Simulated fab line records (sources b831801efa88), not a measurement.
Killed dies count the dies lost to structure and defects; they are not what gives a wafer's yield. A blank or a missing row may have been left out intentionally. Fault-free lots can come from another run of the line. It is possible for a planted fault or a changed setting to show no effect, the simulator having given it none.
One fault seen from 2 desks :: flow gf180mcu :: each desk has only its own numbers; what lay behind them comes last

FROM THE METROLOGY DESK
What the gauges read, lot by lot, whatever tool the lot ran on: means of the sampled wafers that have a number. Marked OUT: a lot whose mean sits more than 4 standard deviations from the usual mean, which makes it out of limits; the brackets give that distance.
Columns: A = V3_CVD_00_THK at GF_V3_THK_MEAS_01, usual 603 nm; B = V3_OVL at GF_V3_OVL_MEAS_15, usual 5 nm; C = MIM_CVD_05_THK at GF_MIM_THK_MEAS_06, usual 42.1 nm
lot: L708
first seen here: day 21 08:32
A: 615
B: 10
C: 42.3

lot: L709
first seen here: day 21 16:31
A: 605
B: -1
C: 42.0

lot: L711
first seen here: day 22 08:59
A: 608
B: 3
C: 42.0

lot: L714
first seen here: day 23 12:18
A: 606
B: 5
C: 40.8

lot: L718
first seen here: day 24 23:15
A: 606
B: 10
C: 40.9

lot: L722
first seen here: day 26 01:19
A: 607
B: 10
C: 42.2

lot: L723
first seen here: day 26 18:01
A: 592
B: 10
C: 42.1

lot: L725
first seen here: day 27 11:56
A: 604
B: 11
C: 42.1

lot: L726
first seen here: day 27 14:08
A: 603
B: -3
C: 42.4

lot: L728
first seen here: day 27 19:52
A: 601
B: -1
C: 42.7

lot: L729
first seen here: day 28 11:34
A: 604
B: 0
C: 42.3

lot: L730
first seen here: day 28 12:25
A: 603
B: 6
C: 42.6

lot: L731
first seen here: day 29 08:46
A: 602
B: -2
C: 42.0
This desk's finding: nothing out of limits on any of the 13 lots.

THE TOOL OWNER'S DESK: pecvd-04
The tool's own readings at GF_MIM_CVD_05 (deposits Si3N4, target thk 42 nm, time 29.086 s): means of the sampled wafers that have a number, for each lot that ran on this tool. Marked OUT: a lot whose mean sits more than 4 standard deviations from the usual mean, which makes it out of limits; the brackets give that distance.
Columns: A = heater power w at GF_MIM_CVD_05, usual 632 W; B = run length s at GF_MIM_CVD_05, usual 57.1 s
lot: L708
first seen here: day 24 17:49
A: 637
B: 56.8

lot: L709
first seen here: day 24 19:27
A: 671
B: 57.4

lot: L711
first seen here: day 25 16:11
A: 605
B: 57.8

lot: L714
first seen here: day 26 16:18
A: 641
B: 56.0

lot: L718
first seen here: day 27 19:27
A: 696
B: 56.1

lot: L728
first seen here: day 30 12:12
A: 624
B: 57.2

lot: L729
first seen here: day 31 00:12
A: 649
B: 56.9

lot: L731
first seen here: day 31 21:59
A: 636
B: 57.3
This desk's finding: nothing out of limits on any of the 8 lots.

TAKEN TOGETHER
The metrology desk saw nothing out of limits.
The desk of the tool owner found nothing out of limits.

WHAT HAD BEEN PUT IN BY THE SIMULATOR
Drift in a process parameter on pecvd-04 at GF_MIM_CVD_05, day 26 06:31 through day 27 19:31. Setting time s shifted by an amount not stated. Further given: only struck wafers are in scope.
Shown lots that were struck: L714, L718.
